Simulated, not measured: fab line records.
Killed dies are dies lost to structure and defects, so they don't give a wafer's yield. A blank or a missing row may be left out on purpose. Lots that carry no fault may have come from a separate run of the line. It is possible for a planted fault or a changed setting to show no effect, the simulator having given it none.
8D (eight disciplines) problem report, filled in by code -- flow sky130 -- the parts of the form that need people (team, actions taken, sign-off) are left out

1. THE PROBLEM
Wafers without a fault read 150.00, standard deviation 0.041; beam energy keV at SKY_PWDE_IMPLANT_08 reads a mean of 127.99 on 9 wafers belonging to 3 lots. So: -99 or more standard deviations from the usual mean.
First seen on wafer L185.3, day 7 03:24, on implanter-03. Wafers with a number at this step in the record: 21, from 7 lots. Rule for "out", or "out of limits": more than 4 standard deviations from the usual mean. The rest of the wafers with a number are treated as sound.

2. WHAT THIS IS AND IS NOT
question,is,is not
which readings at this step,beam energy keV,-
which lots,"L185, L188, L189","L173, L181, L186, L194"
which wafers of those lots,all that have a number,-
read on which tools,implanter-03,"implanter-02, implanter-04"
when,from day 7 03:24,"up to then (6 sound wafers); but 6 sound wafers of L186, L194 came after"

3. WHAT RULES OUT EACH SUSPECT
Counting: a tool at a process step up to the reading stays a suspect if it ran every lot that is out and no sound lot after the first of them.
- implanter-03 at SKY_PWDE_IMPLANT_08: kept. All lots that are out passed through it, beginning with L185 at day 7 03:24, and no sound lot followed; its final sound lot before that point was L173 at day 4 08:58. Its own beam energy keV readings are out on those wafers.
After counting, what remains is implanter-03 at SKY_PWDE_IMPLANT_08.

4. THE CAUSE (what the simulator had put in)
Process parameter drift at SKY_PWDE_IMPLANT_08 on implanter-03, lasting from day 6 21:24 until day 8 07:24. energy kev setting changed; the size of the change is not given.
The count eliminated every tool but this one.

5. THE CHAIN OF EFFECTS, in route order
One row per reading whose mean, taken over the struck wafers that have a number, lies over 3 standard deviations from the usual. Readings are gone through only where the record gives a usual standard deviation; hours: the median, over the lots, of the time from a lot's start at the first step in this table giving one to that lot's start at this step; sigmas: the change measured in usual standard deviations.
hours,step,reading,usual,on struck wafers,change,sigmas
0,SKY_PWDE_IMPLANT_08,beam energy keV,150.00,127.99,-22.01,-99 or more
The process steps in it:
- SKY_PWDE_IMPLANT_08

6. WHAT WOULD HAVE CAUGHT IT SOONER
The fault began at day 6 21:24; the first out-of-limits reading in this record came at day 7 03:24, 6 hours later.
